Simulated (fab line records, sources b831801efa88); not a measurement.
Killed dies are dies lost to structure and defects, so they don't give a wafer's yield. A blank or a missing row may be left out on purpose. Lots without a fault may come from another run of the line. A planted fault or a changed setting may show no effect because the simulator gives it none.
One fault seen from 2 desks | flow gf180mcu | each desk has only its own numbers; what lay behind them comes last

THE TOOL OWNER'S DESK: implanter-02
The tool's own readings at GF_HV_LDD_IMPLANT_33: means of the sampled wafers that have a number, for each lot that ran on this tool. A lot is out of limits, marked OUT, if its mean lies more than 4 standard deviations from the usual mean; the brackets give that distance.
Columns: A = beam_energy_keV at GF_HV_LDD_IMPLANT_33, usual 60.000; B = dose_ions_cm2 at GF_HV_LDD_IMPLANT_33, usual 7.501e+12; C = faraday_current_uA at GF_HV_LDD_IMPLANT_33, usual 42.2
lot  | first seen here | A      | B                           | C
L685 | day 12 02:04    | 59.977 | 7.497e+12                   | 42.3
L686 | day 12 09:53    | 60.000 | 7.494e+12                   | 42.4
L687 | day 12 14:05    | 60.018 | 7.513e+12                   | 43.1
L688 | day 13 00:38    | 60.026 | 7.510e+12                   | 42.4
L689 | day 13 05:14    | 59.999 | 7.504e+12                   | 43.1
L693 | day 14 08:28    | 59.981 | 7.508e+12                   | 42.5
L697 | day 15 18:10    | 60.001 | 6.441e+12 (-99 or more) OUT | 36.6 (-6.6) OUT
L698 | day 16 03:41    | 59.995 | 6.444e+12 (-99 or more) OUT | 37.0 (-6.1) OUT
This desk's finding: out of limits on L697, L698; first on L697, day 15 18:10 (dose_ions_cm2 at GF_HV_LDD_IMPLANT_33). In limits: L685, L686, L687, L688, L689, L693.

THE METROLOGY DESK
What the gauges read, lot by lot, whatever tool the lot ran on: means of the sampled wafers that have a number. A lot is out of limits, marked OUT, if its mean lies more than 4 standard deviations from the usual mean; the brackets give that distance.
Columns: A = cd_nm at GF_HV_LDD_CD_MEAS_19, usual 399.2 nm; B = HV_LDD_02_OVL at GF_HV_LDD_OVL_MEAS_32, usual -0.7 nm; C = HV_LDD_3_TW at GF_HV_LDD_TW_MEAS_38, usual 1446; D = HV_LDD_RS at GF_HV_LDD_RS_MEAS_53, usual 418.6 ohm/sq
lot  | first seen here | A     | B    | C    | D
L685 | day 11 06:28    | 401.1 | -0.2 | 1448 | 419.5
L686 | day 11 13:51    | 400.0 | -0.0 | 1462 | 418.1
L687 | day 11 17:59    | 397.5 | 0.2  | 1412 | 419.5
L688 | day 12 04:23    | 398.1 | 1.0  | 1461 | 419.0
L689 | day 12 08:43    | 396.2 | 0.1  | 1451 | 418.6
L690 | day 12 20:15    | 402.0 | -1.8 | 1453 | 418.1
L692 | day 13 07:12    | 402.9 | 0.7  | 1455 | 417.8
L693 | day 13 12:01    | 400.1 | -3.3 | 1419 | 418.3
L694 | day 13 23:11    | 398.7 | -1.0 | 1453 | 417.6
L697 | day 14 20:36    | 397.8 | 0.7  | 1441 | 420.7
L698 | day 15 05:17    | 395.9 | -1.4 | 1433 | 420.8
L705 | day 17 08:52    | 399.1 | -0.0 | 1414 | 418.4
L706 | day 18 04:29    | 400.4 | -1.3 | 1450 | 418.6
L707 | day 18 07:52    | 398.7 | -1.9 | 1465 | 419.0
This desk's finding: nothing out of limits on any of the 14 lots.

PUT TOGETHER
The tool owner's desk could have raised an alarm at day 15 18:10, on L697, L698.
The metrology desk saw nothing out of limits.
The metrology desk has L697, L698 on record, within its limits.
Of the lots named, all ran GF_HV_LDD_IMPLANT_33 on implanter-02.

WHAT THE SIMULATOR HAD PUT IN
Process parameter drift: implanter-02, from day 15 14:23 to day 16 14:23, at GF_HV_LDD_IMPLANT_33. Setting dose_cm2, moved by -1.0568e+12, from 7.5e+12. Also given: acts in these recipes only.
Lots struck among those shown: L697, L698.
Hours from the fault's start to each desk's first reading out of limits: the tool owner's desk, 4.
